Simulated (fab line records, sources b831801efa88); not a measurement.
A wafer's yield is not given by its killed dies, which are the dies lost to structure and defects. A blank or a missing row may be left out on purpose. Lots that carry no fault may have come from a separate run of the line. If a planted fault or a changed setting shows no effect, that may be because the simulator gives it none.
Which tool is to blame? :: flow sky130 :: 36 wafers from 12 lots sampled at 5 of the route's 708 steps

WHAT THE GAUGES READ, wafer by wafer
SKY_PWDE_TW_MEAS_10.
lot: L331
measured: day 3 19:01
on: film_metro-03
PWDE_TW: 380 379 377

lot: L333
measured: day 4 11:06
on: film_metro-01
PWDE_TW: 378 379 379

lot: L334
measured: day 4 15:21
on: film_metro-03
PWDE_TW: 380 380 381

lot: L337
measured: day 5 07:01
on: film_metro-04
PWDE_TW: 375 374 373

lot: L340
measured: day 6 01:22
on: film_metro-01
PWDE_TW: 378 378 378

lot: L341
measured: day 6 05:52
on: film_metro-03
PWDE_TW: 380 380 379

lot: L343
measured: day 6 15:42
on: film_metro-01
PWDE_TW: 379 378 381

lot: L347
measured: day 7 21:52
on: film_metro-01
PWDE_TW: 377 377 377

lot: L349
measured: day 8 03:44
on: film_metro-03
PWDE_TW: 382 382 383

lot: L350
measured: day 8 07:43
on: film_metro-03
PWDE_TW: 381 381 381

lot: L354
measured: day 9 18:46
on: film_metro-03
PWDE_TW: 382 381 380

lot: L353
measured: day 9 19:03
on: film_metro-03
PWDE_TW: 381 385 382

SKY_SONOS_TUNNEL_OVL_MEAS_08.
lot: L331
measured: day 11 03:14
on: overlay-02
SONOS_TUNNEL_OVL (nm): 0.4 0.4 0.8

lot: L333
measured: day 11 23:32
on: overlay-02
SONOS_TUNNEL_OVL (nm): 1.7 -1.1 1.6

lot: L334
measured: day 12 07:13
on: overlay-01
SONOS_TUNNEL_OVL (nm): -2.1 -0.4 -1.4

lot: L337
measured: day 13 07:41
on: overlay-02
SONOS_TUNNEL_OVL (nm): 0.2 -0.4 1.2

lot: L340
measured: day 14 06:06
on: overlay-02
SONOS_TUNNEL_OVL (nm): -1.9 -1.0 0.0

lot: L341
measured: day 14 16:30
on: overlay-01
SONOS_TUNNEL_OVL (nm): 1.0 0.1 1.3

lot: L343
measured: day 15 05:59
on: overlay-01
SONOS_TUNNEL_OVL (nm): -0.6 -0.9 -1.3

lot: L347
measured: day 17 02:02
on: overlay-02
SONOS_TUNNEL_OVL (nm): 0.0 -0.5 -1.0

lot: L349
measured: day 17 12:14
on: overlay-01
SONOS_TUNNEL_OVL (nm): -1.0 -2.1 -2.2

lot: L350
measured: day 17 15:20
on: overlay-01
SONOS_TUNNEL_OVL (nm): -1.5 -1.9 -1.9

lot: L354
measured: day 19 19:54
on: overlay-02
SONOS_TUNNEL_OVL (nm): 1.8 2.1 2.1

lot: L353
measured: day 19 21:38
on: overlay-01
SONOS_TUNNEL_OVL (nm): -1.9 0.6 -4.2

TOOL THAT RAN EACH LOT (tool first, then ch and the chambers of the sampled wafers, then the start)
lot: L331
SKY_PWDE_STRIP_09: plasma_asher-01 ch 0,1, day 3 18:54
SKY_VT_ADJUST_HVTR_COAT_02: litho_track-03 ch 0, day 8 19:28
SKY_VT_ADJUST_HVTR_STRIP_10: plasma_asher-03 ch 0,1, day 9 06:25

lot: L333
SKY_PWDE_STRIP_09: plasma_asher-04 ch 0,1, day 4 11:00
SKY_VT_ADJUST_HVTR_COAT_02: litho_track-02 ch 0, day 9 14:10
SKY_VT_ADJUST_HVTR_STRIP_10: plasma_asher-01 ch 0,1, day 10 00:56

lot: L334
SKY_PWDE_STRIP_09: plasma_asher-03 ch 0,1, day 4 15:15
SKY_VT_ADJUST_HVTR_COAT_02: litho_track-01 ch 0, day 9 20:30
SKY_VT_ADJUST_HVTR_STRIP_10: plasma_asher-02 ch 0,1, day 10 07:49

lot: L337
SKY_PWDE_STRIP_09: plasma_asher-04 ch 0,1, day 5 06:55
SKY_VT_ADJUST_HVTR_COAT_02: litho_track-02 ch 0, day 10 18:13
SKY_VT_ADJUST_HVTR_STRIP_10: plasma_asher-02 ch 0,1, day 11 06:17

lot: L340
SKY_PWDE_STRIP_09: plasma_asher-01 ch 0,1, day 6 01:16
SKY_VT_ADJUST_HVTR_COAT_02: litho_track-02 ch 0, day 11 14:58
SKY_VT_ADJUST_HVTR_STRIP_10: plasma_asher-02 ch 0,1, day 12 03:37

lot: L341
SKY_PWDE_STRIP_09: plasma_asher-03 ch 1, day 6 05:46
SKY_VT_ADJUST_HVTR_COAT_02: litho_track-02 ch 0, day 12 01:16
SKY_VT_ADJUST_HVTR_STRIP_10: plasma_asher-03 ch 0,1, day 12 14:13

lot: L343
SKY_PWDE_STRIP_09: plasma_asher-01 ch 0,1, day 6 15:36
SKY_VT_ADJUST_HVTR_COAT_02: litho_track-02 ch 0, day 12 13:01
SKY_VT_ADJUST_HVTR_STRIP_10: plasma_asher-03 ch 0,1, day 13 01:35

lot: L347
SKY_PWDE_STRIP_09: plasma_asher-01 ch 0,1, day 7 21:45
SKY_VT_ADJUST_HVTR_COAT_02: litho_track-01 ch 0, day 14 04:45
SKY_VT_ADJUST_HVTR_STRIP_10: plasma_asher-01 ch 0,1, day 14 19:11

lot: L349
SKY_PWDE_STRIP_09: plasma_asher-03 ch 0,1, day 8 03:37
SKY_VT_ADJUST_HVTR_COAT_02: litho_track-03 ch 0, day 14 12:37
SKY_VT_ADJUST_HVTR_STRIP_10: plasma_asher-01 ch 0,1, day 15 02:58

lot: L350
SKY_PWDE_STRIP_09: plasma_asher-04 ch 1, day 8 07:36
SKY_VT_ADJUST_HVTR_COAT_02: litho_track-02 ch 0, day 14 17:08
SKY_VT_ADJUST_HVTR_STRIP_10: plasma_asher-03 ch 1, day 15 06:46

lot: L354
SKY_PWDE_STRIP_09: plasma_asher-04 ch 0,1, day 9 18:40
SKY_VT_ADJUST_HVTR_COAT_02: litho_track-03 ch 0, day 16 16:32
SKY_VT_ADJUST_HVTR_STRIP_10: plasma_asher-01 ch 0,1, day 17 07:20

lot: L353
SKY_PWDE_STRIP_09: plasma_asher-01 ch 0,1, day 9 18:57
SKY_VT_ADJUST_HVTR_COAT_02: litho_track-03 ch 0, day 16 17:08
SKY_VT_ADJUST_HVTR_STRIP_10: plasma_asher-02 ch 0,1, day 17 08:19
- SKY_PWDE_STRIP_09: strips in O2/N2.
- SKY_VT_ADJUST_HVTR_COAT_02: resist thk 1140 nm.
- SKY_VT_ADJUST_HVTR_STRIP_10: strips in O2/N2.

WHAT THE TOOLS THEMSELVES READ (means of the sampled wafers that have a number; where no wafer has one, the mark that the record gives instead)
SKY_PWDE_STRIP_09.
lot: L331
tool: plasma_asher-01
drypump_motor_current_A (A): 5.8
n2_flow_sccm (sccm): 300.0
o2_flow_sccm (sccm): 2998
oes_product_au (a.u.): 0.720
strip_time_to_endpoint_s (s): 36.83

lot: L333
tool: plasma_asher-04
drypump_motor_current_A (A): 5.4
n2_flow_sccm (sccm): 299.5
o2_flow_sccm (sccm): 3009
oes_product_au (a.u.): 0.723
strip_time_to_endpoint_s (s): 37.01

lot: L334
tool: plasma_asher-03
drypump_motor_current_A (A): 6.1
n2_flow_sccm (sccm): 299.9
o2_flow_sccm (sccm): 3008
oes_product_au (a.u.): 0.724
strip_time_to_endpoint_s (s): 36.87

lot: L337
tool: plasma_asher-04
drypump_motor_current_A (A): 5.4
n2_flow_sccm (sccm): 299.7
o2_flow_sccm (sccm): 3000
oes_product_au (a.u.): 0.725
strip_time_to_endpoint_s (s): 36.87

lot: L340
tool: plasma_asher-01
drypump_motor_current_A (A): 6.1
n2_flow_sccm (sccm): 298.8
o2_flow_sccm (sccm): 3014
oes_product_au (a.u.): 0.721
strip_time_to_endpoint_s (s): 36.93

lot: L341
tool: plasma_asher-03
drypump_motor_current_A (A): 6.4
n2_flow_sccm (sccm): 299.2
o2_flow_sccm (sccm): 2999
oes_product_au (a.u.): 0.720
strip_time_to_endpoint_s (s): 36.91

lot: L343
tool: plasma_asher-01
drypump_motor_current_A (A): 5.8
n2_flow_sccm (sccm): 300.8
o2_flow_sccm (sccm): 3004
oes_product_au (a.u.): 0.720
strip_time_to_endpoint_s (s): 36.76

lot: L347
tool: plasma_asher-01
drypump_motor_current_A (A): 6.1
n2_flow_sccm (sccm): 299.7
o2_flow_sccm (sccm): 3001
oes_product_au (a.u.): 0.725
strip_time_to_endpoint_s (s): 36.77

lot: L349
tool: plasma_asher-03
drypump_motor_current_A (A): 5.8
n2_flow_sccm (sccm): 299.8
o2_flow_sccm (sccm): 2997
oes_product_au (a.u.): 0.726
strip_time_to_endpoint_s (s): 37.02

lot: L350
tool: plasma_asher-04
drypump_motor_current_A (A): 5.6
n2_flow_sccm (sccm): 300.1
o2_flow_sccm (sccm): 2993
oes_product_au (a.u.): 0.725
strip_time_to_endpoint_s (s): 36.91

lot: L354
tool: plasma_asher-04
drypump_motor_current_A (A): 5.3
n2_flow_sccm (sccm): 300.2
o2_flow_sccm (sccm): 3008
oes_product_au (a.u.): 0.722
strip_time_to_endpoint_s (s): 36.95

lot: L353
tool: plasma_asher-01
drypump_motor_current_A (A): 6.1
n2_flow_sccm (sccm): 299.7
o2_flow_sccm (sccm): 3002
oes_product_au (a.u.): 0.729
strip_time_to_endpoint_s (s): 36.97

SKY_VT_ADJUST_HVTR_COAT_02.
lot: L331
tool: litho_track-03
spin_speed_rpm (rpm): 3001.6

lot: L333
tool: litho_track-02
spin_speed_rpm (rpm): 2997.7

lot: L334
tool: litho_track-01
spin_speed_rpm (rpm): 2999.1

lot: L337
tool: litho_track-02
spin_speed_rpm (rpm): 3000.4

lot: L340
tool: litho_track-02
spin_speed_rpm (rpm): 3113.8

lot: L341
tool: litho_track-02
spin_speed_rpm (rpm): 3118.9

lot: L343
tool: litho_track-02
spin_speed_rpm (rpm): 3119.5

lot: L347
tool: litho_track-01
spin_speed_rpm (rpm): 3000.2

lot: L349
tool: litho_track-03
spin_speed_rpm (rpm): 3000.6

lot: L350
tool: litho_track-02
spin_speed_rpm (rpm): 2999.4

lot: L354
tool: litho_track-03
spin_speed_rpm (rpm): 2999.1

lot: L353
tool: litho_track-03
spin_speed_rpm (rpm): 2999.6

SKY_VT_ADJUST_HVTR_STRIP_10.
lot: L331
tool: plasma_asher-03
drypump_motor_current_A (A): 5.8
n2_flow_sccm (sccm): 300.7
o2_flow_sccm (sccm): 2997
oes_product_au (a.u.): 0.718
strip_time_to_endpoint_s (s): 14.13

lot: L333
tool: plasma_asher-01
drypump_motor_current_A (A): 5.8
n2_flow_sccm (sccm): 298.7
o2_flow_sccm (sccm): 2996
oes_product_au (a.u.): 0.711
strip_time_to_endpoint_s (s): 14.15

lot: L334
tool: plasma_asher-02
drypump_motor_current_A (A): 6.1
n2_flow_sccm (sccm): 301.0
o2_flow_sccm (sccm): 3002
oes_product_au (a.u.): 0.713
strip_time_to_endpoint_s (s): 14.23

lot: L337
tool: plasma_asher-02
drypump_motor_current_A (A): 6.1
n2_flow_sccm (sccm): 298.7
o2_flow_sccm (sccm): 3000
oes_product_au (a.u.): 0.719
strip_time_to_endpoint_s (s): 14.21

lot: L340
tool: plasma_asher-02
drypump_motor_current_A (A): 6.2
n2_flow_sccm (sccm): 300.7
o2_flow_sccm (sccm): 3000
oes_product_au (a.u.): 0.714
strip_time_to_endpoint_s (s): 13.92

lot: L341
tool: plasma_asher-03
drypump_motor_current_A (A): 5.7
n2_flow_sccm (sccm): 298.9
o2_flow_sccm (sccm): 2994
oes_product_au (a.u.): 0.712
strip_time_to_endpoint_s (s): 13.88

lot: L343
tool: plasma_asher-03
drypump_motor_current_A (A): 5.7
n2_flow_sccm (sccm): 300.3
o2_flow_sccm (sccm): 2998
oes_product_au (a.u.): 0.711
strip_time_to_endpoint_s (s): 13.86

lot: L347
tool: plasma_asher-01
drypump_motor_current_A (A): 6.1
n2_flow_sccm (sccm): 300.4
o2_flow_sccm (sccm): 3005
oes_product_au (a.u.): 0.714
strip_time_to_endpoint_s (s): 14.10

lot: L349
tool: plasma_asher-01
drypump_motor_current_A (A): 5.8
n2_flow_sccm (sccm): 299.7
o2_flow_sccm (sccm): 3000
oes_product_au (a.u.): 0.720
strip_time_to_endpoint_s (s): 14.20

lot: L350
tool: plasma_asher-03
drypump_motor_current_A (A): 6.4
n2_flow_sccm (sccm): 299.3
o2_flow_sccm (sccm): 2995
oes_product_au (a.u.): 0.713
strip_time_to_endpoint_s (s): 14.24

lot: L354
tool: plasma_asher-01
drypump_motor_current_A (A): 5.8
n2_flow_sccm (sccm): 300.8
o2_flow_sccm (sccm): 3001
oes_product_au (a.u.): 0.714
strip_time_to_endpoint_s (s): 14.23

lot: L353
tool: plasma_asher-02
drypump_motor_current_A (A): 6.1
n2_flow_sccm (sccm): 299.3
o2_flow_sccm (sccm): 2997
oes_product_au (a.u.): 0.719
strip_time_to_endpoint_s (s): 14.20

THE ANSWER, worked out from the rows above alone
Rule: the usual values come from the lots themselves. The widest of any qualifying gaps counts: lots, ordered by their means at a reading, are off when they make up no more than a third of the lots, leave a main group of 4 or more, and stand apart from it by 3 or more times the standard deviation of that group's means. A main group is skipped when, at the precision printed for the reading in the tables above, its means are all equal. A lot without any number at a reading at which 4 lots or more have one is off too. Where the step has rows for the other lots, those lots are counted as sound. First the gauges in route order, then the tools' own readings, where a lot's mean is used as printed above. The first step at which some lot is off is used, and at that step the reading that is off furthest; a lot without a number counts as furthest.
Off at SKY_VT_ADJUST_HVTR_COAT_02 (spin_speed_rpm): L340, L341, L343. Main group: mean 2999.7 rpm, sd 1.1.
If a tool, at that step or one of the process steps before it, ran each lot that is off and ran no sound lot following the first of them, it fits. None of those tried fits.

WHAT WAS PUT IN BY THE SIMULATOR
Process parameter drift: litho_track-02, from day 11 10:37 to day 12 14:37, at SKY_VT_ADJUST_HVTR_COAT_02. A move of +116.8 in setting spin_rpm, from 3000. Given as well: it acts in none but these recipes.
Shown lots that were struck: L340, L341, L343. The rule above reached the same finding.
